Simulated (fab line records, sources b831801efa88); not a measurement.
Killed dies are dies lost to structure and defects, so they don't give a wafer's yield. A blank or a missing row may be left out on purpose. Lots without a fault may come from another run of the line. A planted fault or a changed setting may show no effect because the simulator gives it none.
Which tool did it? | flow sky130 | 11 lots, 33 wafers sampled, at 5 steps of a route of 708

WHAT THE GAUGES READ, wafer by wafer
SKY_VT_ADJUST_HVTR_TW_MEAS_11. Usual: VT_ADJUST_HVTR_TW 210.5, standard deviation 1.8.
lot  | measured     | on            | VT_ADJUST_HVTR_TW                   | flag
L527 | day 9 18:10  | film_metro-03 | 209.8 210.5 210.8                   |
L528 | day 10 05:35 | film_metro-01 | 212.8 212.2 212.1                   |
L530 | day 10 21:49 | film_metro-01 | 184.5 184.1 184.2 184.2 183.2 183.8 | OFF
L531 | day 11 05:22 | film_metro-03 | 180.0 179.5 180.3 179.6 179.0 180.4 | OFF
L542 | day 14 12:04 | film_metro-03 | 209.8 209.3 209.4                   |
L544 | day 15 01:01 | film_metro-03 | 210.2 210.1 210.6                   |
L545 | day 15 10:22 | film_metro-01 | 213.1 212.4 212.0                   |
L546 | day 15 11:15 | film_metro-01 | 212.0 212.3 212.8                   |
L547 | day 15 19:11 | film_metro-03 | 209.4 209.9 210.2                   |
L548 | day 16 09:07 | film_metro-02 | 209.9 209.7 210.2                   |
L549 | day 16 15:52 | film_metro-03 | 208.9 208.4 208.2                   |

SKY_VT_ADJUST_PCH_OVL_MEAS_07. Usual: VT_ADJUST_PCH_OVL -0.6 nm, standard deviation 1.2.
lot  | measured     | on         | VT_ADJUST_PCH_OVL (nm) | flag
L527 | day 10 16:02 | overlay-02 | -1.5 -2.7 -0.8         |
L528 | day 11 04:07 | overlay-02 | 0.1 2.2 0.6            |
L530 | day 11 20:27 | overlay-02 | -1.1 -1.0 0.9          |
L531 | day 12 04:39 | overlay-02 | 1.8 0.8 1.5            |
L542 | day 15 14:50 | overlay-02 | -1.2 -0.5 -2.3         |
L544 | day 16 04:08 | overlay-02 | -1.0 -0.5 0.3          |
L545 | day 16 14:24 | overlay-01 | -1.1 -0.4 -0.7         |
L546 | day 16 16:00 | overlay-01 | 0.2 -2.2 -1.5          |
L547 | day 16 21:57 | overlay-01 | -1.3 -3.7 -2.2         |
L548 | day 17 13:27 | overlay-01 | 0.4 -0.5 -0.4          |
L549 | day 17 21:04 | overlay-02 | 0.8 -0.6 0.6           |

WHICH TOOL RAN EACH LOT (tool, then ch and the chambers of the sampled wafers, then the start)
lot  | SKY_NWELL_STRIP_14                   | SKY_VT_ADJUST_LVTN_STRIP_20          | SKY_VT_ADJUST_HVTR_IMPLANT_09
L527 | plasma_asher-04 ch 0,1, day 4 21:38  | plasma_asher-01 ch 0,1, day 8 01:23  | implanter-01 ch 0, day 9 17:55
L528 | plasma_asher-04 ch 0,1, day 5 03:14  | plasma_asher-02 ch 0,1, day 8 09:54  | implanter-02 ch 0, day 10 05:20
L530 | plasma_asher-01 ch 0,1, day 5 16:04  | plasma_asher-02 ch 0,1, day 9 02:32  | implanter-02 ch 0, day 10 21:36
L531 | plasma_asher-02 ch 0,1, day 5 22:28  | plasma_asher-02 ch 0,1, day 9 09:13  | implanter-02 ch 0, day 11 05:07
L542 | plasma_asher-02 ch 0,1, day 8 14:03  | plasma_asher-03 ch 0,1, day 12 09:56 | implanter-02 ch 0, day 14 11:49
L544 | plasma_asher-01 ch 0,1, day 9 03:38  | plasma_asher-03 ch 0,1, day 12 23:03 | implanter-02 ch 0, day 15 00:46
L545 | plasma_asher-02 ch 0,1, day 9 09:04  | plasma_asher-01 ch 0,1, day 13 05:42 | implanter-02 ch 0, day 15 10:07
L546 | plasma_asher-01 ch 0, day 9 09:38    | plasma_asher-01 ch 0,1, day 13 06:18 | implanter-02 ch 0, day 15 11:00
L547 | plasma_asher-02 ch 0,1, day 9 15:52  | plasma_asher-01 ch 0,1, day 13 13:26 | implanter-01 ch 0, day 15 18:58
L548 | plasma_asher-04 ch 0,1, day 10 01:44 | plasma_asher-02 ch 0,1, day 14 03:21 | implanter-01 ch 0, day 16 08:52
L549 | plasma_asher-01 ch 0,1, day 10 06:13 | plasma_asher-01 ch 0,1, day 14 08:29 | implanter-02 ch 0, day 16 15:39
- SKY_NWELL_STRIP_14: strips in O2/N2.
- SKY_VT_ADJUST_LVTN_STRIP_20: strips in O2/N2.
- SKY_VT_ADJUST_HVTR_IMPLANT_09

WHAT THE TOOLS THEMSELVES READ (means of the sampled wafers that have a number; where no wafer has one, the mark that the record gives instead)
SKY_NWELL_STRIP_14. Usual: drypump_motor_current_A 5.7 A, standard deviation 0.53; oes_product_au 0.722 a.u., standard deviation 0.0043; strip_time_to_endpoint_s 36.93 s, standard deviation 0.1.
lot  | tool            | drypump_motor_current_A (A) | oes_product_au (a.u.) | strip_time_to_endpoint_s (s) | flag
L527 | plasma_asher-04 | 6.1                         | 0.718                 | 36.89                        |
L528 | plasma_asher-04 | 5.6                         | 0.724                 | 36.89                        |
L530 | plasma_asher-01 | 5.2                         | 0.724                 | 37.07                        |
L531 | plasma_asher-02 | 5.9                         | 0.723                 | 37.00                        |
L542 | plasma_asher-02 | 5.9                         | 0.718                 | 36.98                        |
L544 | plasma_asher-01 | 5.4                         | 0.727                 | 37.03                        |
L545 | plasma_asher-02 | 5.9                         | 0.720                 | 36.94                        |
L546 | plasma_asher-01 | 5.5                         | 0.722                 | 36.95                        |
L547 | plasma_asher-02 | 5.9                         | 0.721                 | 36.88                        |
L548 | plasma_asher-04 | 6.0                         | 0.725                 | 36.90                        |
L549 | plasma_asher-01 | 5.2                         | 0.723                 | 37.00                        |

SKY_VT_ADJUST_LVTN_STRIP_20. Usual: drypump_motor_current_A 5.8 A, standard deviation 0.41; oes_product_au 0.716 a.u., standard deviation 0.0046; strip_time_to_endpoint_s 14.19 s, standard deviation 0.042.
lot  | tool            | drypump_motor_current_A (A) | oes_product_au (a.u.) | strip_time_to_endpoint_s (s) | flag
L527 | plasma_asher-01 | 5.4                         | 0.716                 | 14.17                        |
L528 | plasma_asher-02 | 5.9                         | 0.710                 | 14.21                        |
L530 | plasma_asher-02 | 5.9                         | 0.712                 | 14.17                        |
L531 | plasma_asher-02 | 5.9                         | 0.714                 | 14.27                        |
L542 | plasma_asher-03 | 6.2                         | 0.714                 | 14.20                        |
L544 | plasma_asher-03 | 6.4                         | 0.717                 | 14.15                        |
L545 | plasma_asher-01 | 5.4                         | 0.716                 | 14.22                        |
L546 | plasma_asher-01 | 5.3                         | 0.714                 | 14.12                        |
L547 | plasma_asher-01 | 5.2                         | 0.720                 | 14.21                        |
L548 | plasma_asher-02 | 5.9                         | 0.716                 | 14.16                        |
L549 | plasma_asher-01 | 5.3                         | 0.718                 | 14.20                        |

SKY_VT_ADJUST_HVTR_IMPLANT_09. Usual: dose_ions_cm2 2.1002e+12, standard deviation 2.3e+09; end_station_pressure_torr 5.01e-06 Torr, standard deviation 2.5e-07; faraday_current_uA 11.84, standard deviation 0.22.
lot  | tool         | dose_ions_cm2 | end_station_pressure_torr (Torr) | faraday_current_uA | flag
L527 | implanter-01 | 2.0995e+12    | 4.87e-06                         | 11.49              |
L528 | implanter-02 | 2.0997e+12    | 5.15e-06                         | 11.90              |
L530 | implanter-02 | 1.2505e+12    | 4.68e-06                         | 7.06               | OFF
L531 | implanter-02 | 1.2499e+12    | 4.99e-06                         | 7.07               | OFF
L542 | implanter-02 | 2.0981e+12    | 4.96e-06                         | 11.97              |
L544 | implanter-02 | 2.1006e+12    | 4.87e-06                         | 11.76              |
L545 | implanter-02 | 2.0996e+12    | 5.04e-06                         | 11.84              |
L546 | implanter-02 | 2.1009e+12    | 5.14e-06                         | 11.98              |
L547 | implanter-01 | 2.1026e+12    | 4.86e-06                         | 11.93              |
L548 | implanter-01 | 2.0975e+12    | 5.00e-06                         | 11.84              |
L549 | implanter-02 | 2.1012e+12    | 4.95e-06                         | 11.61              |

THE ANSWER, worked out from the rows above alone
Rule: a lot is off if the mean of its wafers that have a number lies more than 3 standard deviations from the usual mean. A lot without any number at a reading at which 4 lots or more have one is off too. The other lots that the step has rows for count as sound. The gauges are gone through in route order, then the tools' own readings, and for those a lot's mean is taken as printed above. The first step at which some lot is off is used, and at that step the reading that is off furthest; a lot without a number counts as furthest.
Off: L530, L531, at SKY_VT_ADJUST_HVTR_TW_MEAS_11 (VT_ADJUST_HVTR_TW).
A tool fits if, at a process step before that reading, it ran every lot that is off, and no sound lot after the first of them. The gauges at SKY_VT_ADJUST_HVTR_TW_MEAS_11 aren't tried: what is off there is off at SKY_VT_ADJUST_HVTR_IMPLANT_09 too, on other tools, and a gauge's error can't cause that. None of those tried fits.

WHAT THE SIMULATOR HAD PUT IN
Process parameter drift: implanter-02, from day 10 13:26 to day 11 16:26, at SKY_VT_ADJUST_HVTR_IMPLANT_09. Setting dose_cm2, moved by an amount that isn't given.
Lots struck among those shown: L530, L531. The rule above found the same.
